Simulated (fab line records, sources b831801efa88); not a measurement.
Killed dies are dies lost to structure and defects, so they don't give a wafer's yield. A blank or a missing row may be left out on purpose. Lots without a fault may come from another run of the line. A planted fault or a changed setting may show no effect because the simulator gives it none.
Chamber matching | flow gf180mcu | GF_V5_CMP_04 on cmp-02: 4 sister chambers
The step polishes SiO2. 14 wafers are shown with their chamber, then 7 later ones without.

WAFERS WITH THEIR CHAMBER
wafer  | chamber | motor_current_A (A) | platen_rpm (rpm) | slurry_filter_dp_kPa (kPa)
L461.3 | 3       | 10.1                | 59.99            | 13.38
L461.4 | 1       | 11.2                | 60.01            | 13.34
L461.5 | 2       | 11.6                | 59.98            | 13.42
L464.1 | 1       | 10.9                | 60.04            | 13.61
L464.2 | 3       | 10.5                | 60.06            | 13.66
L464.6 | 0       | 12.6                | 59.95            | 13.43
L469.1 | 3       | 10.3                | 60.01            | 13.17
L469.2 | 0       | 13.7                | 59.99            | 13.43
L469.4 | 2       | 11.2                | 60.00            | 13.37
L471.3 | 3       | 10.4                | 59.96            | 13.49
L471.4 | 0       | 13.2                | 60.05            | 13.47
L471.5 | 2       | 11.2                | 59.97            | 13.68
L475.1 | 3       | 10.5                | 60.06            | 13.50
L475.5 | 2       | 11.2                | 60.01            | 13.30

SIGNATURES (means of the wafers above)
reading              | chamber 0 | chamber 1 | chamber 2 | chamber 3 | scatter within a chamber
motor_current_A      | 13.167    | 11.050    | 11.300    | 10.360    | 0.297
platen_rpm           | 59.9967   | 60.0250   | 59.9900   | 60.0160   | 0.0377
slurry_filter_dp_kPa | 13.4433   | 13.4750   | 13.4425   | 13.4400   | 0.158
Rule: a wafer's distance from a chamber is the root of the sum, over the readings, of the square of ((its reading less the chamber's mean) divided by the reading's scatter). The wafer belongs to the nearest chamber; if the next one is less than 2 further off, it can't be placed. The scatter: the root of (the sum of the squares of (reading less its chamber's mean) over the shown wafers, divided by (wafers less chambers)).

WAFERS WITHOUT THEIR CHAMBER
wafer  | motor_current_A (A) | platen_rpm (rpm) | slurry_filter_dp_kPa (kPa)
L475.6 | 10.0                | 60.04            | 13.61
L477.1 | 12.9                | 60.05            | 13.27
L477.2 | 11.1                | 59.94            | 13.40
L477.4 | 10.8                | 60.00            | 13.55
L480.2 | 13.2                | 60.01            | 13.33
L480.4 | 11.3                | 60.08            | 13.55
L480.6 | 12.8                | 59.99            | 13.67

WHICH CHAMBER EACH WENT THROUGH
wafer  | from the rows above          | in truth
L475.6 | can't be placed: 3 or 1      | 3
L477.1 | 0                            | 0
L477.2 | can't be placed: 2 or 1 or 3 | 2
L477.4 | can't be placed: 1 or 3 or 2 | 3
L480.2 | 0                            | 0
L480.4 | can't be placed: 1 or 2 or 3 | 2
L480.6 | 0                            | 0
Placed correctly: 3 of 7. Can't be placed from these rows: 4 (the true chamber is among the candidates in 4). Placed wrongly: 0.
